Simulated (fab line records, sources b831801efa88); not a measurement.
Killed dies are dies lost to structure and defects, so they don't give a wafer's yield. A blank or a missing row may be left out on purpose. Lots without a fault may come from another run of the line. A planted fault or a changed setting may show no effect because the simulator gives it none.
Problem report in the 8D (eight disciplines) form, filled by code | flow sky130 | the parts of the form that need people (team, actions taken, sign-off) are left out

1. THE PROBLEM
chamber_pressure_pa at SKY_METAL3_SPUTTER_01 reads a mean of 0.6644 Pa on 2 wafers of 2 lots; wafers without a fault read 0.4001 Pa with a standard deviation of 0.00081. That is +99 or more standard deviations from the usual mean.
The step: material TiN, target thk 20 nm, time 16.7 s.
First seen on wafer L932.5, day 41 07:28, on pvd_sputter-02. The record holds 39 wafers of 13 lots with a number at this step. Rule for "out", or "out of limits": more than 4 standard deviations from the usual mean. The other wafers with a number count as sound.

2. WHAT IT IS AND WHAT IT IS NOT
question                    | is                                      | is not
which readings at this step | chamber_pressure_pa, throttle_valve_pct | -
which lots                  | L932, L933                              | L916, L917, L918, L919, L921, L922, L923, L935, L937, L938, L939
which wafers of those lots  | L932.5, L933.3                          | L932.2, L932.3, L933.2, L933.5
read on which tools         | pvd_sputter-02                          | pvd_sputter-03
when                        | from day 41 07:28                       | up to then (23 sound wafers); but 14 sound wafers of L933, L935, L937, L938, L939 came after

3. SUSPECTS, AND WHAT RULES EACH OUT
Counting: a tool at a process step up to the reading stays a suspect if it ran every lot that is out. Sound lots after the first of them don't rule it out here, since some wafers of a struck lot are sound.
- pvd_sputter-02 at SKY_METAL3_SPUTTER_01 (material TiN, target thk 20 nm, time 16.7 s): kept. It ran every lot that is out, first L932 (day 41 07:28); its last sound lot up to then is L922 (day 38 04:49). Its own readings are out on those wafers: chamber_pressure_pa, throttle_valve_pct.
Left after counting: pvd_sputter-02 at SKY_METAL3_SPUTTER_01.

4. THE CAUSE (what the simulator had put in)
Process parameter drift: pvd_sputter-02, from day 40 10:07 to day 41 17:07, at SKY_METAL3_SPUTTER_01. Setting chamber_pressure_pa, moved by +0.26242, from 0.4. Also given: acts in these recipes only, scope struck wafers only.
Counting left only this tool.

5. THE CHAIN OF EFFECTS, in route order
Each row: a reading whose mean over the struck wafers that have a number lies more than 3 standard deviations from the usual. Only readings for which the record gives a usual standard deviation are gone through. hours: the time from each lot's start at the first step in this table that gives one to its start at this step, as a median over the lots. sigmas: the change in usual standard deviations.
hours | step                  | reading             | usual     | on struck wafers | change  | sigmas
0     | SKY_METAL3_SPUTTER_01 | chamber_pressure_pa | 0.4001 Pa | 0.6644           | +0.2643 | +99 or more
0     | SKY_METAL3_SPUTTER_01 | throttle_valve_pct  | 29.8 %    | 23.1             | -6.7    | -6.0
The process steps in it:
- SKY_METAL3_SPUTTER_01: material TiN, target thk 20 nm, time 16.7 s.
Later measuring or inspecting steps at which every struck wafer that the step has a row for has a number for every such reading, and none has moved that far: SKY_CAPM_OVL_MEAS_12, SKY_METAL3_CD_MEAS_13.

6. WHAT WOULD HAVE CAUGHT IT SOONER
In this record the first reading out of limits was taken at day 41 07:28, 21 hours after the fault began at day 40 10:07.
